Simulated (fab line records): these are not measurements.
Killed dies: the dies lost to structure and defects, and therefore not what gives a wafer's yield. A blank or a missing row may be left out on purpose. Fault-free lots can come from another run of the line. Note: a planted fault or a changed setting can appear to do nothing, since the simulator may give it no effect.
What tool caused it? / flow sky130 / 13 lots with 39 wafers sampled at 5 steps, on a route of 708 steps

WHAT THE GAUGES READ, wafer by wafer
SKY_LDD_P_TW_MEAS_11. Usual: for LDD_P_TW the level is 635.8 and the standard deviation is 2.8.
lot=L147; measured=day 18 19:31; on=film-metro-02; LDD_P_TW=634.4 634.8 632.1; flag=
lot=L148; measured=day 19 12:22; on=film-metro-01; LDD_P_TW=638.4 639.4 641.4; flag=
lot=L149; measured=day 19 17:48; on=film-metro-03; LDD_P_TW=631.9 635.6 633.5; flag=
lot=L150; measured=day 19 22:18; on=film-metro-03; LDD_P_TW=635.9 633.7 636.1; flag=
lot=L151; measured=day 20 20:44; on=film-metro-03; LDD_P_TW=632.2 634.4 632.6; flag=
lot=L153; measured=day 21 13:52; on=film-metro-01; LDD_P_TW=631.1 640.5 637.0; flag=
lot=L154; measured=day 21 23:04; on=film-metro-02; LDD_P_TW=635.4 636.4 636.8; flag=
lot=L155; measured=day 22 03:55; on=film-metro-01; LDD_P_TW=634.4 632.0 635.9; flag=
lot=L159; measured=day 23 12:28; on=film-metro-02; LDD_P_TW=634.7 636.7 637.2; flag=
lot=L160; measured=day 24 00:02; on=film-metro-02; LDD_P_TW=633.9 635.7 632.2; flag=
lot=L163; measured=day 25 07:49; on=film-metro-01; LDD_P_TW=638.4 639.4 639.3; flag=
lot=L165; measured=day 25 16:11; on=film-metro-02; LDD_P_TW=633.3 631.7 632.6; flag=
lot=L170; measured=day 27 22:30; on=film-metro-03; LDD_P_TW=633.8 634.2 631.7; flag=

SKY_LDD_HVP_TW_MEAS_10. Usual: for LDD_HVP_TW the level is 455.9 and the standard deviation is 2.6.
lot=L147; measured=day 21 09:41; on=film-metro-03; LDD_HVP_TW=458.1 455.9 455.0; flag=
lot=L148; measured=day 22 02:44; on=film-metro-04; LDD_HVP_TW=451.1 453.1 453.7; flag=
lot=L149; measured=day 22 08:22; on=film-metro-03; LDD_HVP_TW=456.7 455.4 455.0; flag=
lot=L150; measured=day 22 12:29; on=film-metro-03; LDD_HVP_TW=455.1 457.7 455.5; flag=
lot=L151; measured=day 23 10:04; on=film-metro-02; LDD_HVP_TW=459.0 459.1 457.1; flag=
lot=L153; measured=day 24 02:04; on=film-metro-03; LDD_HVP_TW=458.5 457.1 458.3; flag=
lot=L154; measured=day 24 13:05; on=film-metro-02; LDD_HVP_TW=457.6 455.2 454.5; flag=
lot=L155; measured=day 24 17:09; on=film-metro-03; LDD_HVP_TW=456.1 457.3 457.1; flag=
lot=L159; measured=day 26 00:21; on=film-metro-03; LDD_HVP_TW=462.0 459.4 460.3; flag=
lot=L160; measured=day 26 11:52; on=film-metro-04; LDD_HVP_TW=456.9 458.5 457.4; flag=
lot=L163; measured=day 27 18:54; on=film-metro-04; LDD_HVP_TW=454.0 453.4 450.9; flag=
lot=L165; measured=day 28 02:14; on=film-metro-02; LDD_HVP_TW=452.8 453.9 452.5; flag=
lot=L170; measured=day 30 07:31; on=film-metro-03; LDD_HVP_TW=456.9 458.1 458.3; flag=

SKY_POLY_CUT_OVL_MEAS_09. Usual: for POLY_CUT_OVL the level is -2 nm and the standard deviation is 5.
lot=L147; measured=day 24 03:07; on=overlay-02; POLY_CUT_OVL (nm)=-5 -7 -6; flag=
lot=L148; measured=day 24 17:46; on=overlay-02; POLY_CUT_OVL (nm)=2 -6 2; flag=
lot=L149; measured=day 24 22:48; on=overlay-02; POLY_CUT_OVL (nm)=2 10 -2; flag=
lot=L150; measured=day 25 01:38; on=overlay-02; POLY_CUT_OVL (nm)=-2 -8 -3; flag=
lot=L151; measured=day 26 00:12; on=overlay-01; POLY_CUT_OVL (nm)=-2 -7 -3; flag=
lot=L153; measured=day 26 14:32; on=overlay-02; POLY_CUT_OVL (nm)=-9 2 -1; flag=
lot=L154; measured=day 27 02:01; on=overlay-01; POLY_CUT_OVL (nm)=4 -4 -3; flag=
lot=L155; measured=day 27 06:43; on=overlay-02; POLY_CUT_OVL (nm)=-4 -8 -9; flag=
lot=L159; measured=day 28 12:37; on=overlay-02; POLY_CUT_OVL (nm)=3 0 -4; flag=
lot=L160; measured=day 28 22:18; on=overlay-02; POLY_CUT_OVL (nm)=61 61 60; flag=OFF
lot=L163; measured=day 30 04:05; on=overlay-02; POLY_CUT_OVL (nm)=55 52 57; flag=OFF
lot=L165; measured=day 30 12:18; on=overlay-01; POLY_CUT_OVL (nm)=-3 -4 8; flag=
lot=L170; measured=day 32 18:34; on=overlay-02; POLY_CUT_OVL (nm)=4 -7 -4; flag=

SKY_SD_N_OVL_MEAS_08. Usual: for SD_N_OVL the level is -1.1 nm and the standard deviation is 1.4.
lot=L147; measured=day 27 19:28; on=overlay-01; SD_N_OVL (nm)=0.7 0.3 -0.2; flag=
lot=L148; measured=day 28 09:09; on=overlay-02; SD_N_OVL (nm)=-1.5 -3.4 -1.4; flag=
lot=L149; measured=day 28 14:31; on=overlay-02; SD_N_OVL (nm)=-0.8 -1.9 -0.7; flag=
lot=L150; measured=day 28 17:10; on=overlay-01; SD_N_OVL (nm)=-2.3 -1.4 -0.3; flag=
lot=L151; measured=day 29 14:30; on=overlay-01; SD_N_OVL (nm)=0.3 -0.9 0.6; flag=
lot=L153; measured=day 30 03:43; on=overlay-01; SD_N_OVL (nm)=0.8 -0.3 -0.9; flag=
lot=L154; measured=day 30 16:07; on=overlay-01; SD_N_OVL (nm)=2.5 -2.2 -0.3; flag=
lot=L155; measured=day 30 19:04; on=overlay-01; SD_N_OVL (nm)=-0.6 -1.1 -1.6; flag=
lot=L159; measured=day 31 22:04; on=overlay-01; SD_N_OVL (nm)=-4.0 -2.5 -1.3; flag=
lot=L160; measured=day 32 09:43; on=overlay-01; SD_N_OVL (nm)=0.1 0.4 -1.5; flag=
lot=L163; measured=day 33 14:31; on=overlay-02; SD_N_OVL (nm)=-3.1 -1.6 -0.9; flag=
lot=L165; measured=day 33 21:45; on=overlay-01; SD_N_OVL (nm)=-2.0 -1.5 -2.7; flag=
lot=L170; measured=day 36 01:55; on=overlay-01; SD_N_OVL (nm)=-1.4 -1.3 -1.4; flag=

WHICH TOOL RAN EACH LOT (tool, then ch and the chambers of the sampled wafers, then the start)
lot=L147; SKY_POLY_CUT_EXPOSE_05=krf-scanner-01 ch 0, day 23 11:45
lot=L148; SKY_POLY_CUT_EXPOSE_05=krf-scanner-02 ch 0, day 24 02:29
lot=L149; SKY_POLY_CUT_EXPOSE_05=krf-scanner-02 ch 0, day 24 07:47
lot=L150; SKY_POLY_CUT_EXPOSE_05=krf-scanner-02 ch 0, day 24 11:06
lot=L151; SKY_POLY_CUT_EXPOSE_05=krf-scanner-01 ch 0, day 25 09:13
lot=L153; SKY_POLY_CUT_EXPOSE_05=krf-scanner-02 ch 0, day 26 00:53
lot=L154; SKY_POLY_CUT_EXPOSE_05=krf-scanner-01 ch 0, day 26 11:45
lot=L155; SKY_POLY_CUT_EXPOSE_05=krf-scanner-02 ch 0, day 26 15:16
lot=L159; SKY_POLY_CUT_EXPOSE_05=krf-scanner-01 ch 0, day 27 21:45
lot=L160; SKY_POLY_CUT_EXPOSE_05=krf-scanner-01 ch 0, day 28 08:29
lot=L163; SKY_POLY_CUT_EXPOSE_05=krf-scanner-01 ch 0, day 29 15:04
lot=L165; SKY_POLY_CUT_EXPOSE_05=krf-scanner-02 ch 0, day 29 22:08
lot=L170; SKY_POLY_CUT_EXPOSE_05=krf-scanner-02 ch 0, day 32 05:31
- SKY_POLY_CUT_EXPOSE_05: exposes mask NPCM, target cd 270 nm.

AS READ BY THE TOOLS THEMSELVES (means over the sampled wafers that have a number; for cases with no such wafer, the mark the record gives instead)
SKY_POLY_CUT_EXPOSE_05. Usual: reticle-temp-C reads 23.01 C (standard deviation 0.11).
lot=L147; tool=krf-scanner-01; reticle-temp-C (C)=22.93; flag=
lot=L148; tool=krf-scanner-02; reticle-temp-C (C)=23.00; flag=
lot=L149; tool=krf-scanner-02; reticle-temp-C (C)=22.99; flag=
lot=L150; tool=krf-scanner-02; reticle-temp-C (C)=22.96; flag=
lot=L151; tool=krf-scanner-01; reticle-temp-C (C)=23.05; flag=
lot=L153; tool=krf-scanner-02; reticle-temp-C (C)=23.08; flag=
lot=L154; tool=krf-scanner-01; reticle-temp-C (C)=22.98; flag=
lot=L155; tool=krf-scanner-02; reticle-temp-C (C)=23.14; flag=
lot=L159; tool=krf-scanner-01; reticle-temp-C (C)=23.10; flag=
lot=L160; tool=krf-scanner-01; reticle-temp-C (C)=23.05; flag=
lot=L163; tool=krf-scanner-01; reticle-temp-C (C)=23.14; flag=
lot=L165; tool=krf-scanner-02; reticle-temp-C (C)=23.08; flag=
lot=L170; tool=krf-scanner-02; reticle-temp-C (C)=23.03; flag=

THE ANSWER, worked out from the rows above alone
Rule: a lot is off if the mean of its wafers that have a number lies more than 3 standard deviations from the usual mean. A lot without any number at a reading at which 4 lots or more have one is off too. All remaining lots with rows at the step are treated as sound. After the gauges, taken in route order, come the tools' own readings; for these a lot's mean is taken, as printed above. The first step at which some lot is off is used, and at that step the reading that is off furthest; a lot without a number counts as furthest.
Off: L160, L163, seen at SKY_POLY_CUT_OVL_MEAS_09 (POLY_CUT_OVL).
A tool fits if, at a process step before that reading, it ran every lot that is off, and no sound lot after the first of them. The gauges at SKY_POLY_CUT_OVL_MEAS_09 are tried like those tools. One fits: SKY_POLY_CUT_EXPOSE_05 on krf-scanner-01. Its last sound lot is L159 (day 27 21:45), its first lot that is off L160 (day 28 08:29): a fault that began between those two fits.

WHAT THE SIMULATOR HAD PUT IN
Scanner matching overlay: krf-scanner-01, from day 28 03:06 on, at SKY_POLY_CUT_EXPOSE_05. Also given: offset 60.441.
Shown lots that were struck: L160, L163. Same finding as the rule above.
